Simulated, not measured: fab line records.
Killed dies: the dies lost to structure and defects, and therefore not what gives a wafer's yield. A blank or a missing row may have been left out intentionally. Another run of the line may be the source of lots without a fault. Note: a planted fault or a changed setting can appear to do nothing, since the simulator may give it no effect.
Matching of chambers / flow gf180mcu / GF_V5_CMP_04 on cmp-01: 4 sister chambers
The step polishes SiO2. 4 wafers are shown with their chamber, then 7 later ones without.

## WAFERS, EACH WITH ITS CHAMBER
wafer=L534.3; chamber=1; motor current A (A)=11.9
wafer=L538.6; chamber=2; motor current A (A)=12.0
wafer=L539.3; chamber=3; motor current A (A)=14.9
wafer=L539.4; chamber=0; motor current A (A)=11.1

## WAFERS MISSING THEIR CHAMBER
wafer=L539.5; motor current A (A)=12.4
wafer=L551.2; motor current A (A)=14.0
wafer=L551.5; motor current A (A)=13.1
wafer=L551.6; motor current A (A)=13.5
wafer=L552.2; motor current A (A)=11.0
wafer=L552.4; motor current A (A)=11.9
wafer=L552.6; motor current A (A)=14.0

## WHICH CHAMBER EACH ONE RAN IN
wafer=L539.5; from the rows above=can't be placed: 2 or 1 or 0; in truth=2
wafer=L551.2; from the rows above=can't be placed: 3 or 2 or 1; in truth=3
wafer=L551.5; from the rows above=can't be placed: 2 or 1 or 3 or 0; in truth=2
wafer=L551.6; from the rows above=can't be placed: 3 or 2 or 1 or 0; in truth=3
wafer=L552.2; from the rows above=can't be placed: 0 or 1 or 2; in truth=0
wafer=L552.4; from the rows above=can't be placed: 1 or 2 or 0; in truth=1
wafer=L552.6; from the rows above=can't be placed: 3 or 2 or 1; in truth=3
0 of 7 placed correctly. Unplaceable from these rows: 7, with the true chamber sitting among the candidates in 7. Number placed wrongly: 0.
How it was worked out, from the rows above alone: a wafer's distance from a chamber is the root of the sum, over the readings, of the square of ((its reading less the chamber's mean) divided by the reading's scatter). The wafer belongs to the nearest chamber; if the next one is less than 2 further off, it can't be placed. The mean given for a chamber averages the wafers shown for that chamber. The scatter: with one shown wafer a chamber, the root of the mean of the squares of how far each hidden wafer lies from its nearest shown one.
